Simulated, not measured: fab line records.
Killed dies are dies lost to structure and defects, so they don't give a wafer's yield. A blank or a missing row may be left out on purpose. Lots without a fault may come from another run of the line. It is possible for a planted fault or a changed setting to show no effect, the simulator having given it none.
fab line records -- flow sfq-line
record lots=5, wafers=15, last-day=91
route steps=325 shown I1@87 M2@88
lots that met no fault: taken from a fault-free run of the same line
start-h: the number of hours between the record's first day and the start of the first shown wafer of the lot -- wait-h: hours since the lot's step before -- " unchanged from the row above -- L1.1+2: one row covering several wafers at once -- - no value, or no start was given -- * or withheld: withheld -- < > ~ a bound
route shown NAME@n: NAME is a module with steps in the file, n the number in the route of the first one -- usual: mean/standard deviation of fault-free wafers -- same: alike in all rows -- chamber/n: place in a boat -- sites: readings site by site -- _std_site: their standard deviation -- _edge_site: the outer-site mean with the inner-site mean subtracted -- radius-mm: for every site, how far away it sits from the centre of the wafer -- mask NAME#n: copy n -- behind: the most recent tool/chamber to have shaped the wafer -- hold: reason for holding the lot/hours on hold/outcome of the hold -- device: names the non-switching transistor (n, p or np) -- end of line: the route-end tests of the same wafers -- for a step that has no rows: nothing shown but its recipe -- killed: not the wafer's yield, but the dies lost to structure and defects at the first sort -- map: the dies of a wafer, with x for killed, . for not killed, _ for no die there
set.NAME: the setting that was run; set.NAME@STEP: the one run at that earlier step -- model.NAME: the simulator's own value behind a step, which no gauge read
lots at some steps of the route; a table a step, a row a wafer
services: when a tool's chamber went out of use (start-h, in hours from the record's first day, below 0 if earlier), for how many hours, and the reason
## steps
# step SFQ_TRILAYER_I1_VIA_STRIP_SOLV_CLEAN_054
# recipe chemistry=NMP, temp-c=70, time-s=600
# step SFQ_TRILAYER_M2_DEP_PRE_CLEAN_056
# recipe gas=Ar, time-s=22.5, bias-v=250
# step SFQ_TRILAYER_M2_DEP_SPUTTER_055
# recipe material=Nb, base-pressure-pa=1.33e-06, chamber-pressure-pa=0.1333, substrate-temp-c=20, resputter-cathode-voltage-v=400, target-thk-nm=200, power-w=2000, time-s=133.3
# usual throttle-valve-pct=29.9/1.1
# same time-s=133.3
lot.wafer,tool,chamber,start-h,wait-h,throttle-valve-pct
L758.4,pvd-sputter-06,-,562.89,0.0,28.3
L758.5,pvd-sputter-06,-,562.89,0.0,28.8
L758.6,pvd-sputter-06,-,562.89,0.0,28.4
L759.2,pvd-sputter-06,-,573.69,0.0,31.0
L759.3,pvd-sputter-06,-,573.69,0.0,28.6
L759.6,pvd-sputter-06,-,573.69,0.0,30.8
L772.1,pvd-sputter-03,-,714.80,0.0,28.4
L772.3,pvd-sputter-03,-,714.80,0.0,29.5
L772.5,pvd-sputter-03,-,714.80,0.0,30.9
L775.1,pvd-sputter-03,-,723.20,0.0,30.7
L775.2,pvd-sputter-03,-,723.20,0.0,28.1
L775.4,pvd-sputter-03,-,723.20,0.0,28.7
L779.2,pvd-sputter-04,-,791.75,0.0,29.9
L779.3,pvd-sputter-04,-,791.75,0.0,29.6
L779.4,pvd-sputter-04,-,791.75,0.0,30.6
# step SFQ_M2_RS_MEAS_914
# recipe thk-meas-gauge=four-point-probe, reads=Nb_of_TRILAYER_M2_DEP_SPUTTER_055
# usual M2_NB_RS=0.892/0.0087
lot.wafer,tool,chamber,start-h,wait-h,M2_NB_RS[ohm/sq]
L758.4,film-metro-02,-,563.04,0.1,0.895
L758.5,film-metro-02,-,563.04,0.1,0.898
L758.6,film-metro-02,-,563.04,0.1,0.891
L759.2,film-metro-02,-,573.80,0.1,0.908
L759.3,film-metro-02,-,573.80,0.1,0.897
L759.6,film-metro-02,-,573.80,0.1,0.899
L772.1,film-metro-01,-,714.89,0.0,0.881
L772.3,film-metro-01,-,714.89,0.0,0.904
L772.5,film-metro-01,-,714.89,0.0,0.897
L775.1,film-metro-03,-,723.29,0.0,0.885
L775.2,film-metro-03,-,723.29,0.0,0.880
L775.4,film-metro-03,-,723.29,0.0,0.886
L779.2,film-metro-03,-,791.86,0.1,0.894
L779.3,film-metro-03,-,791.86,0.1,0.894
L779.4,film-metro-03,-,791.86,0.1,0.891
# step SFQ_TRILAYER_M2_LITHO_COAT_062
# recipe resist=BARC, spin-rpm=3000, resist-thk-nm=62
# step SFQ_TRILAYER_M2_LITHO_COAT_057
# recipe resist=KrF, spin-rpm=3000, resist-thk-nm=600
# step SFQ_TRILAYER_M2_LITHO_SOFTBAKE_061
# recipe temp-c=withheld, time-s=withheld, resist=KrF
# step SFQ_TRILAYER_M2_LITHO_EXPOSE_058
# recipe mask-id=M2, na=0.6, source-shape=conventional, sigma-outer=0.65, target-cd-nm=500, dose-mj=14.4
# step SFQ_TRILAYER_M2_LITHO_PEB_060
# recipe peb-temp-c=115, peb-time-s=60, resist=KrF
# step SFQ_TRILAYER_M2_LITHO_DEVELOP_059
# recipe time-s=60, resist=KrF
# step SFQ_M2_OVL_MEAS_916
# usual M2_OVL=-2/5.5
lot.wafer,tool,chamber,start-h,wait-h,M2_OVL[nm]
L758.4,overlay-01,-,724.61,0.1,5
L758.5,overlay-01,-,724.61,0.1,8
L758.6,overlay-01,-,724.61,0.1,4
L759.2,overlay-02,-,734.20,0.1,-6
L759.3,overlay-02,-,734.20,0.1,-1
L759.6,overlay-02,-,734.20,0.1,-1
L772.1,overlay-01,-,861.40,0.1,2
L772.3,overlay-01,-,861.40,0.1,7
L772.5,overlay-01,-,861.40,0.1,5
L775.1,overlay-01,-,867.40,0.1,-8
L775.2,overlay-01,-,867.40,0.1,-8
L775.4,overlay-01,-,867.40,0.1,-1
L779.2,overlay-01,-,928.61,0.1,5
L779.3,overlay-01,-,928.61,0.1,0
L779.4,overlay-01,-,928.61,0.1,5
# step SFQ_TRILAYER_M2_BARC_OPEN_METAL_ETCH_077
# recipe mask-material=PR, chemistry=O2, target-depth-nm=125, target=BARC, icp-w=600, bias-w=80, pressure-mtorr=10, time-s=41.7
# usual drypump-motor-current-A=5.5/0.43, oes-product-au=0.685/0.0046, rf-fwd-power-W=592.6/2.8
# same time-s=41.7
lot.wafer,tool,chamber,start-h,wait-h,drypump-motor-current-A,oes-product-au,rf-fwd-power-W,rf-hours-counter-h,model.KrF_of_TRILAYER_M2_LITHO_COAT_057.thk-nm
L758.4,rie-metal-02,0,724.69,0.1,5.7,0.686,589.9,-,524.7
L758.5,rie-metal-02,0,724.69,0.1,5.7,0.691,588.3,-,525
L758.6,rie-metal-02,0,724.69,0.1,5.7,0.688,590.3,-,522.8
L759.2,rie-metal-02,0,734.23,0.0,5.7,0.682,588.6,60,523.9
L759.3,rie-metal-02,0,734.23,0.0,5.7,0.687,590.1,-,523.8
L759.6,rie-metal-02,1,734.23,0.0,4.8,0.685,592.3,-,522.7
L772.1,rie-metal-01,1,861.44,0.0,5.7,0.679,596.8,66,519.2
L772.3,rie-metal-01,0,861.44,0.0,6.0,0.678,593.6,-,519.8
L772.5,rie-metal-01,1,861.44,0.0,5.7,0.682,596.4,-,522.8
L775.1,rie-metal-01,1,867.44,0.0,5.8,0.690,837.3,67,504.8
L775.2,rie-metal-01,0,867.44,0.0,6.0,0.686,593.8,111,522.2
L775.4,rie-metal-01,0,867.44,0.0,6.0,0.685,591.7,-,522.1
L779.2,rie-metal-02,1,928.64,0.0,4.8,0.685,591.3,29,526.7
L779.3,rie-metal-02,1,928.64,0.0,4.8,0.685,591.0,-,526.2
L779.4,rie-metal-02,0,928.64,0.0,5.7,0.684,590.8,-,526.8
# step SFQ_TRILAYER_M2_ETCH_METAL_ETCH_060
# recipe target=Nb, stop-on=SiO2, mask-material=PR, chemistry=Cl2/Ar, target-depth-nm=240, icp-w=622.4, bias-w=80, pressure-mtorr=10, time-s=120
# usual drypump-motor-current-A=5.5/0.43, oes-product-au=0.893/0.0063, rf-fwd-power-W=618.4/1.9
# same time-s=120
lot.wafer,tool,chamber,start-h,wait-h,drypump-motor-current-A,oes-product-au,rf-fwd-power-W,rf-hours-counter-h,model.KrF_of_TRILAYER_M2_LITHO_COAT_057.thk-nm
L758.4,rie-metal-02,0,724.87,0.2,5.7,0.895,616.8,-,382.7
L758.5,rie-metal-02,0,724.87,0.2,5.7,0.886,616.1,-,382.1
L758.6,rie-metal-02,0,724.87,0.2,5.7,0.899,618.9,-,379.6
L759.2,rie-metal-02,0,734.29,0.0,5.7,0.881,617.8,60,382.5
L759.3,rie-metal-02,0,734.29,0.0,5.7,0.895,616.3,-,381.9
L759.6,rie-metal-02,1,734.29,0.0,4.8,0.897,617.4,-,379.2
L772.1,rie-metal-01,1,861.49,0.0,5.8,0.896,623.0,66,374.3
L772.3,rie-metal-01,0,861.49,0.0,6.0,0.883,621.4,-,376.8
L772.5,rie-metal-01,1,861.49,0.0,5.8,0.884,618.8,-,378.4
L775.1,rie-metal-01,1,867.49,0.0,5.8,0.898,616.7,67,360.6
L775.2,rie-metal-01,0,867.49,0.0,6.0,0.891,621.2,111,379.5
L775.4,rie-metal-01,0,867.49,0.0,6.0,0.895,620.4,-,378.3
L779.2,rie-metal-02,1,928.69,0.0,4.8,0.897,615.9,29,383.9
L779.3,rie-metal-02,1,928.69,0.0,4.8,0.890,615.8,-,383.2
L779.4,rie-metal-02,0,928.69,0.0,5.7,0.895,618.3,-,384
# step SFQ_TRILAYER_M2_STRIP_STRIP_061
# recipe gas=O2, power-w=200, platen-temp-c=40, overash-fraction=0.65, chemistry=O2, pressure-mtorr=50
# usual drypump-motor-current-A=5.5/0.44, oes-product-au=0.993/0.008, platen-temp-c=40.02/0.12
# same overash-fraction=0.65
lot.wafer,tool,chamber,start-h,wait-h,drypump-motor-current-A,oes-product-au,platen-temp-c,rf-hours-counter-h
L758.4,rie-metal-02,0,725.60,0.7,5.7,0.991,39.90,-
L758.5,rie-metal-02,0,725.60,0.7,5.7,0.984,39.98,-
L758.6,rie-metal-02,0,725.60,0.7,5.7,0.990,39.89,-
L759.2,rie-metal-02,0,734.41,0.1,5.7,0.984,40.08,60
L759.3,rie-metal-02,0,734.41,0.1,5.7,0.995,40.08,-
L759.6,rie-metal-02,1,734.41,0.1,4.8,0.996,40.13,-
L772.1,rie-metal-01,1,861.62,0.1,5.8,0.984,39.93,66
L772.3,rie-metal-01,0,861.62,0.1,6.0,0.979,40.19,-
L772.5,rie-metal-01,1,861.62,0.1,5.8,0.989,39.99,-
L775.1,rie-metal-01,1,867.62,0.1,5.9,0.996,40.10,67
L775.2,rie-metal-01,0,867.62,0.1,6.0,0.994,39.88,111
L775.4,rie-metal-01,0,867.62,0.1,6.0,0.987,40.06,-
L779.2,rie-metal-02,1,928.82,0.1,4.8,0.990,40.14,29
L779.3,rie-metal-02,1,928.82,0.1,4.8,0.990,40.08,-
L779.4,rie-metal-02,0,928.82,0.1,5.7,0.999,39.81,-
## services
tool,chamber,start-h,hours,kind
pvd-sputter-06,-,540.24,9.1,repair
pvd-sputter-03,-,592.38,1.0,repair
pvd-sputter-03,-,595.64,8.8,repair
pvd-sputter-04,-,600.46,1.6,repair
pvd-sputter-04,-,605.51,4.2,repair
pvd-sputter-06,-,624.86,1.6,repair
rie-metal-02,0,635.68,17.1,repair
pvd-sputter-06,-,636.43,3.7,repair
rie-metal-02,1,647.96,6.1,repair
pvd-sputter-03,-,671.88,12.7,repair
pvd-sputter-06,0,686.13,-,consumable-replace:kit
rie-metal-02,1,696.61,-,clean
rie-metal-02,1,696.61,28.5,scheduled-down
rie-metal-02,1,696.61,28.5,vent-cycle
pvd-sputter-06,-,749.75,1.3,repair
pvd-sputter-03,-,753.77,4.3,repair
pvd-sputter-06,-,787.61,2.3,repair
pvd-sputter-06,-,789.22,7.4,repair
rie-metal-02,0,811.23,11.3,repair
rie-metal-02,1,856.45,21.3,repair
pvd-sputter-06,-,859.12,11.7,repair
pvd-sputter-03,-,877.73,5.1,repair
pvd-sputter-03,-,909.78,1.9,repair
pvd-sputter-06,-,924.67,3.4,repair
## key
first-sign step=SFQ_TRILAYER_M2_BARC_OPEN_METAL_ETCH_077, reading=rf-fwd-power-W, direction=up, sigmas=88, usual=592.6, struck=837.3
effect none on later readings
model-effect step=SFQ_TRILAYER_M2_BARC_OPEN_METAL_ETCH_077, value=KrF_of_TRILAYER_M2_LITHO_COAT_057.thk-nm, without=522.8, struck=504.8
model-effect step=SFQ_TRILAYER_M2_ETCH_METAL_ETCH_060, value=KrF_of_TRILAYER_M2_LITHO_COAT_057.thk-nm, without=378.6, struck=360.6
met-at SFQ_TRILAYER_M2_BARC_OPEN_METAL_ETCH_077
struck-wafers L775.1
onset-between 861.44 867.44
fault kind=process-parameter-drift, tool=rie-metal-01, chamber=1, onset-h=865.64, steps=SFQ_TRILAYER_M2_BARC_OPEN_METAL_ETCH_077, channel=icp-w, offset=240, shape=step, end-h=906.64, acts-in=these-recipes-only, stated=600
